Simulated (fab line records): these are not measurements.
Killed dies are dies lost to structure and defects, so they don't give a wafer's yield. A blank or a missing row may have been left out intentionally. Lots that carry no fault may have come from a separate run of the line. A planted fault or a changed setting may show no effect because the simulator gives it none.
fab line records	flow gf180mcu
[record] lots = 6	wafers = 18	last-day = 34
route steps=602 shown V4@491 MIM@503
lots that met no fault: taken from a fault-free run of the same line
start-h: the number of hours between the record's first day and the start of the first shown wafer of the lot	wait-h: hours since the lot's step before	" the same as in the row above	L1.1+2: a single row standing in for several wafers	- no value present, or no start provided	* or withheld: withheld	< > ~ a bound
route shown NAME@n: NAME is a module with steps in the file, n the number in the route of the first one	usual: average and standard deviation across the fault-free wafers	same: alike in all rows	chamber/n: place in a boat	sites: readings site by site	_std_site: standard deviation of those values	_edge_site: outer sites' mean less inner sites'	radius-mm: for every site, how far away it sits from the centre of the wafer	mask NAME#n: copy n	behind: the last tool/chamber to shape the wafer	hold: what put the lot on hold/how long, in hours/how the hold closed	device: which transistor (n, p or np) failed to switch	end of line: the route-end tests of the same wafers	a step with no rows: only its recipe	killed: not the wafer's yield, but the dies lost to structure and defects at the first sort	map: a wafer's dies, marking killed ones x, the rest . and places with no die _
set.NAME: the setting the step ran with; set.NAME@STEP: the setting that earlier step ran with	model.NAME: the simulator's own value behind a step, which no gauge read
lots at some steps of the route; a table a step, a row a wafer
services: from which hour (start-h, from the record's first day; less than 0 if before it) a tool's chamber was out of use, for how many hours, and why
[[steps]]
[step GF_V4_OVL_MEAS_15]
[usual] V4_OVL = -4/4.9
lot.wafer	tool	chamber	start-h	wait-h	V4_OVL[nm]
L580.2	overlay-01	-	591.48	0.1	-7
L580.4	"	-	"	"	2
L580.6	"	-	"	"	1
L586.2	overlay-02	-	645.27	0.1	-1
L586.3	"	-	"	"	-2
L586.5	"	-	"	"	0
L588.1	overlay-01	-	659.25	0.1	0
L588.3	"	-	"	"	1
L588.4	"	-	"	"	-3
L589.1	overlay-01	-	662.16	0.1	-2
L589.2	"	-	"	"	5
L589.6	"	-	"	"	0
L597.1	overlay-01	-	715.02	0.1	0
L597.2	"	-	"	"	-2
L597.6	"	-	"	"	0
L600.1	overlay-01	-	735.57	0.1	-14
L600.3	"	-	"	"	-9
L600.4	"	-	"	"	-8
[step GF_V4_ETCH_16]
[recipe] chemistry = N2/H2	target-depth-a = withheld	overetch-a = withheld	time-s = withheld	target = BARC	ion-energy-ev = 200	source-w = 500	bias-w = 100	pressure-mtorr = 30	n2-flow-sccm = 100	h2-flow-sccm = 200
[step GF_V4_ETCH_17]
[recipe] chemistry = C4F8/O2/Ar	mask-material = KrF	target = SiO2	stop-on = TiN	source-w = 1500	bias-w = 1200	pressure-mtorr = 40	c4f8-flow-sccm = withheld	O2_flow_sccm = 6	Ar_flow_sccm = 300	time-s = withheld	target-depth-a = 6300
[step GF_V4_STRIP_18]
[recipe] chemistry = O2/N2	power-w = 1400	pressure-mtorr = 1500	platen-temp-c = 250	o2-flow-sccm = 3000	n2-flow-sccm = 300	overash-fraction = 0.5
[usual] drypump-motor-current-A = 6.1/0.47	heater-power-w = 314/22	oes-product-au = 0.593/0.0051
[same] overash-fraction = 0.5
lot.wafer	tool	chamber	start-h	wait-h	drypump-motor-current-A	heater-power-w	oes-product-au	rf-hours-counter-h
L580.2	plasma-asher-04	1	591.63	-	5.8	278	0.598	17
L580.4	"	0	"	"	5.3	339	0.596	-
L580.6	"	1	"	"	5.8	277	0.585	-
L586.2	plasma-asher-03	1	645.43	-	6.1	319	0.591	105
L586.3	"	0	"	"	6.0	346	0.588	-
L586.5	"	0	"	"	6.0	349	0.590	-
L588.1	plasma-asher-04	1	659.42	-	5.8	282	0.593	26
L588.3	"	1	"	"	5.8	280	0.597	-
L588.4	"	0	"	"	5.3	325	0.591	-
L589.1	plasma-asher-01	0	662.33	-	6.7	305	0.597	56
L589.2	"	1	"	"	6.6	306	0.592	56
L589.6	"	0	"	"	6.7	305	0.588	-
L597.1	plasma-asher-01	0	715.19	-	6.7	303	0.594	63
L597.2	"	1	"	"	6.6	302	0.586	63
L597.6	"	1	"	"	6.6	309	0.592	-
L600.1	plasma-asher-01	1	735.73	-	6.6	303	0.593	65
L600.3	"	1	"	"	6.5	298	0.585	-
L600.4	"	0	"	"	6.7	301	0.593	-
[step GF_V4_STRIP_19]
[recipe] chemistry = post-etch-residue-remover	time-s = 1200	temp-c = 72.5
[step GF_V4_CLEAN_20]
[recipe] chemistry = DIW	dry = n2-spin
[step GF_V4_SPUTTER_21]
[recipe] material = Ti	target-thk-nm = 15	chamber-pressure-pa = 5	power-w = 2500	substrate-temp-c = 200	time-s = 80.02
[usual] cathode-dc-power-W = 2500.0/0.41	chamber-pressure-pa = 5.001/0.011	throttle-valve-pct = 30.5/0.83
[same] time-s = 80.02
lot.wafer	tool	chamber	start-h	wait-h	cathode-dc-power-W	chamber-pressure-pa	throttle-valve-pct
L580.2	pvd-sputter-04	-	592.26	0.0	2499.6	5.010	31.9
L580.4	"	-	"	"	2501.1	4.987	29.2
L580.6	"	-	"	"	2499.6	5.017	29.9
L586.2	pvd-sputter-04	-	645.97	0.0	2500.9	5.008	29.4
L586.3	"	-	"	"	2500.5	4.996	29.9
L586.5	"	-	"	"	2499.7	5.016	29.9
L588.1	pvd-sputter-01	-	659.99	0.0	2500.8	4.996	31.5
L588.3	"	-	"	"	2500.3	4.998	30.5
L588.4	"	-	"	"	2500.2	5.003	31.2
L589.1	pvd-sputter-04	-	662.87	0.0	2499.9	4.991	29.8
L589.2	"	-	"	"	2500.5	4.985	32.1
L589.6	"	-	"	"	2500.4	4.999	29.5
L597.1	pvd-sputter-01	-	715.72	0.0	2499.7	5.001	31.1
L597.2	"	-	"	"	2499.9	5.009	30.3
L597.6	"	-	"	"	2500.2	4.990	31.2
L600.1	pvd-sputter-04	-	736.27	0.0	2500.1	4.999	32.0
L600.3	"	-	"	"	2500.0	4.990	29.2
L600.4	"	-	"	"	2500.7	5.008	30.4
[step GF_V4_SPUTTER_22]
[recipe] material = TiN	target-thk-nm = 10	chamber-pressure-pa = 5	power-w = 4000	time-s = 40
[usual] cathode-dc-power-W = 4000.0/0.75	chamber-pressure-pa = 4.999/0.011	throttle-valve-pct = 30.6/0.8
[same] time-s = 40
lot.wafer	tool	chamber	start-h	wait-h	cathode-dc-power-W	chamber-pressure-pa	throttle-valve-pct
L580.2	pvd-sputter-04	-	592.32	0.0	4000.8	5.011	31.8
L580.4	"	-	"	"	4000.3	5.008	29.4
L580.6	"	-	"	"	4000.0	4.997	29.7
L586.2	pvd-sputter-04	-	646.03	0.0	3999.0	5.008	29.4
L586.3	"	-	"	"	3999.2	5.015	30.1
L586.5	"	-	"	"	4000.0	4.987	30.0
L588.1	pvd-sputter-01	-	660.05	0.0	4000.0	5.007	31.2
L588.3	"	-	"	"	4000.5	4.982	30.7
L588.4	"	-	"	"	4001.1	5.018	31.1
L589.1	pvd-sputter-04	-	662.93	0.0	4001.5	5.015	29.9
L589.2	"	-	"	"	4000.0	4.989	31.7
L589.6	"	-	"	"	4001.6	5.000	29.3
L597.1	pvd-sputter-01	-	715.78	0.0	3999.7	5.024	31.1
L597.2	"	-	"	"	3999.7	4.989	30.7
L597.6	"	-	"	"	3999.8	5.012	31.3
L600.1	pvd-sputter-04	-	736.33	0.0	3999.0	5.001	31.7
L600.3	"	-	"	"	4002.4	5.003	29.3
L600.4	"	-	"	"	3999.5	5.018	30.2
[step GF_V4_CVD_23]
[recipe] material = W	target-thk-nm = 350	time-s = 104.9	temp-c = 400	pressure-torr = 40
[step GF_V4_RS_MEAS_24]
[recipe] thk-meas-gauge = four-point-probe	reads = W_of_V4_CVD_23+TiN_of_V4_SPUTTER_22+Ti_of_V4_SPUTTER_21
[usual] V4_W_RS = 0.3291/0.0027
lot.wafer	tool	chamber	start-h	wait-h	V4_W_RS[ohm/sq]
L580.2	film-metro-01	-	592.49	0.1	0.3299
L580.4	"	-	"	"	0.3300
L580.6	"	-	"	"	0.3307
L586.2	film-metro-01	-	646.20	0.1	0.3273
L586.3	"	-	"	"	0.3305
L586.5	"	-	"	"	0.3315
L588.1	film-metro-01	-	660.20	0.1	0.3258
L588.3	"	-	"	"	0.3325
L588.4	"	-	"	"	0.3290
L589.1	film-metro-04	-	663.08	0.1	0.3290
L589.2	"	-	"	"	0.3288
L589.6	"	-	"	"	0.3292
L597.1	film-metro-04	-	715.93	0.1	0.3289
L597.2	"	-	"	"	0.3290
L597.6	"	-	"	"	0.3249
L600.1	film-metro-01	-	736.49	0.1	0.3284
L600.3	"	-	"	"	0.3288
L600.4	"	-	"	"	0.3308
[step GF_V4_THK_MEAS_25]
[recipe] thk-meas-gauge = xrf	reads = W_of_V4_CVD_23
[usual] V4_W_THK = 340/3.3
lot.wafer	tool	chamber	start-h	wait-h	V4_W_THK[nm]
L580.2	film-metro-01	-	592.60	0.1	340
L580.4	"	-	"	"	344
L580.6	"	-	"	"	339
L586.2	film-metro-01	-	646.31	0.1	341
L586.3	"	-	"	"	337
L586.5	"	-	"	"	337
L588.1	film-metro-01	-	660.32	0.1	343
L588.3	"	-	"	"	338
L588.4	"	-	"	"	340
L589.1	film-metro-04	-	663.20	0.1	340
L589.2	"	-	"	"	339
L589.6	"	-	"	"	338
L597.1	film-metro-04	-	716.05	0.1	344
L597.2	"	-	"	"	341
L597.6	"	-	"	"	346
L600.1	film-metro-01	-	736.61	0.1	345
L600.3	"	-	"	"	341
L600.4	"	-	"	"	342
[step GF_V4_CMP_26]
[recipe] stop-on = SiO2	down-force-psi = 3.5	platen-rpm = 60	t-overpolish-s = 15	target-thk-nm = 0	pad-velocity-m-s = 0.94248
[usual] motor-current-A = 11.0/1.2	overpolish-run-s = 14.999/0.0084	time-to-endpoint-s = 86/3.7
[same] t-overpolish-s = 15
lot.wafer	tool	chamber	start-h	wait-h	motor-current-A	overpolish-run-s	time-to-endpoint-s
L580.2	cmp-01	0	592.71	0.1	9.7	14.995	85
L580.4	"	1	"	"	11.2	15.006	88
L580.6	"	1	"	"	10.3	14.987	88
L586.2	cmp-01	1	646.36	0.0	10.6	14.998	88
L586.3	"	0	"	"	8.8	15.006	85
L586.5	"	1	"	"	11.0	14.997	87
L588.4	cmp-02	3	660.38	0.0	8.7	15.006	85
L588.3	"	1	"	"	11.9	14.998	85
L588.1	"	2	"	"	11.4	15.013	89
L589.1	cmp-01	3	663.26	0.1	13.5	15.007	87
L589.2	"	2	"	"	10.7	14.995	84
L589.6	"	3	"	"	12.7	14.991	85
L597.2	cmp-02	2	716.31	0.2	11.5	14.993	96
L597.1	"	3	"	"	8.7	14.985	93
L597.6	"	1	"	"	11.0	15.008	96
L600.4	cmp-01	1	736.67	0.0	10.0	14.994	84
L600.3	"	2	"	"	11.2	14.989	82
L600.1	"	0	"	"	9.9	15.011	85
[step GF_MIM_SPUTTER_00]
[recipe] material = Ti	target-thk-nm = 37.5	arriving-ion-energy-ev = 80	substrate-temp-c = 200	chamber-pressure-pa = 2	power-w = 4000	time-s = 150
[usual] cathode-dc-power-W = 3999.9/0.7	chamber-pressure-pa = 2.000/0.0038	throttle-valve-pct = 30.5/1.2	time-s = 150/0
lot.wafer	tool	chamber	start-h	wait-h	cathode-dc-power-W	chamber-pressure-pa	throttle-valve-pct	time-s
L580.2	pvd-sputter-02	-	593.01	0.2	3999.7	2.007	28.9	150
L580.4	"	-	"	"	3999.5	2.003	27.9	150
L580.6	"	-	"	"	4000.6	1.999	28.0	150
L586.2	pvd-sputter-01	-	646.66	0.2	4000.5	1.999	31.2	150
L586.3	"	-	"	"	4000.9	2.002	30.5	150
L586.5	"	-	"	"	3998.7	2.001	31.4	150
L588.1	pvd-sputter-02	-	660.68	0.1	-	-	-	-
L588.3	"	-	"	"	-	-	-	-
L588.4	"	-	"	"	-	-	-	-
L589.1	pvd-sputter-01	-	663.56	0.2	-	-	-	-
L589.2	"	-	"	"	-	-	-	-
L589.6	"	-	"	"	-	-	-	-
L597.1	pvd-sputter-01	-	716.51	0.1	4000.4	1.997	30.4	150
L597.2	"	-	"	"	4000.0	1.998	31.0	150
L597.6	"	-	"	"	4000.4	1.991	31.3	150
L600.1	pvd-sputter-03	-	736.97	0.1	3999.3	2.002	31.3	150
L600.3	"	-	"	"	4000.3	2.005	30.6	150
L600.4	"	-	"	"	4000.5	1.996	29.0	150
[step GF_MIM_SPUTTER_01]
[recipe] material = TiN	target-thk-nm = 30	power-w = 6500	time-s = 25	chamber-pressure-pa = 0.4
[usual] cathode-dc-power-W = 6500.0/1.1	chamber-pressure-pa = 0.4001/0.00079	throttle-valve-pct = 30.5/1.2
[same] time-s = 25
lot.wafer	tool	chamber	start-h	wait-h	cathode-dc-power-W	chamber-pressure-pa	throttle-valve-pct
L580.2	pvd-sputter-02	-	593.11	0.1	6500.3	0.4001	28.9
L580.4	"	-	"	"	6499.6	0.4002	28.0
L580.6	"	-	"	"	6498.9	0.3995	27.9
L586.2	pvd-sputter-01	-	646.76	0.1	6499.7	0.4002	31.2
L586.3	"	-	"	"	6500.3	0.4006	30.6
L586.5	"	-	"	"	6499.0	0.4001	31.3
L588.1	pvd-sputter-02	-	660.78	0.1	6499.7	0.4012	29.0
L588.3	"	-	"	"	6499.1	0.4003	31.9
L588.4	"	-	"	"	6500.0	0.4014	31.1
L589.1	pvd-sputter-01	-	663.66	0.1	6498.5	0.4000	30.5
L589.2	"	-	"	"	6499.4	0.3999	30.2
L589.6	"	-	"	"	6500.7	0.3999	31.2
L597.1	pvd-sputter-01	-	716.61	0.1	6501.2	0.4005	30.4
L597.2	"	-	"	"	6502.4	0.3997	31.2
L597.6	"	-	"	"	6498.7	0.4006	31.5
L600.1	pvd-sputter-03	-	737.07	0.1	6501.5	0.4002	31.5
L600.3	"	-	"	"	6500.6	0.3992	30.5
L600.4	"	-	"	"	6499.5	0.4003	28.9
[[services]]
tool	chamber	start-h	hours	kind
pvd-sputter-02	-	570.33	1.1	repair
cmp-01	-	572.05	4.0	pm
pvd-sputter-01	-	575.77	1.7	repair
cmp-01	-	576.05	-	consumable-replace:conditioner
cmp-01	-	576.05	-	consumable-replace:pad
pvd-sputter-02	-	587.07	2.3	repair
cmp-01	-	591.01	0.5	repair
plasma-asher-03	-	593.51	2.4	repair
cmp-01	-	601.76	2.0	repair
cmp-02	-	612.09	0.8	repair
cmp-01	-	622.45	6.4	pm
cmp-02	-	639.63	5.3	pm
cmp-01	-	657.62	4.3	repair
pvd-sputter-03	-	658.35	2.7	repair
pvd-sputter-01	-	664.14	4.2	repair
cmp-02	-	665.47	0.9	repair
plasma-asher-01	-	677.47	2.8	pm
cmp-01	-	709.52	7.0	pm
plasma-asher-03	-	733.75	9.0	pm
plasma-asher-03	0	733.75	9.0	vent-cycle
plasma-asher-03	1	733.75	9.0	vent-cycle
[[key]]
[first-sign] step = GF_MIM_SPUTTER_00	reading = tool-record	direction = missing
effect none on later readings
met-at GF_MIM_SPUTTER_00
struck-wafers L588.1,L588.3,L588.4,L589.1,L589.2,L589.6
later-rows-left-out L588.1,L588.3,L588.4,L589.1,L589.2,L589.6
sort-left-out L588.1,L588.3,L588.4,L589.1,L589.2,L589.6
onset-between 646.66 660.68
[fault] kind = skipped-step-whole	tool = pvd-sputter-01,pvd-sputter-02	chamber = -	onset-h = 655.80	steps = GF_MIM_SPUTTER_00	scope = struck-lots-only
// sort-left-out: the simulated sort isn't trusted on such a fault, so these wafers' sort isn't shown, and their yield isn't known
// later-rows-left-out: the simulator's readings of these wafers behind a module that went badly wrong aren't trusted and aren't shown, but for the sort
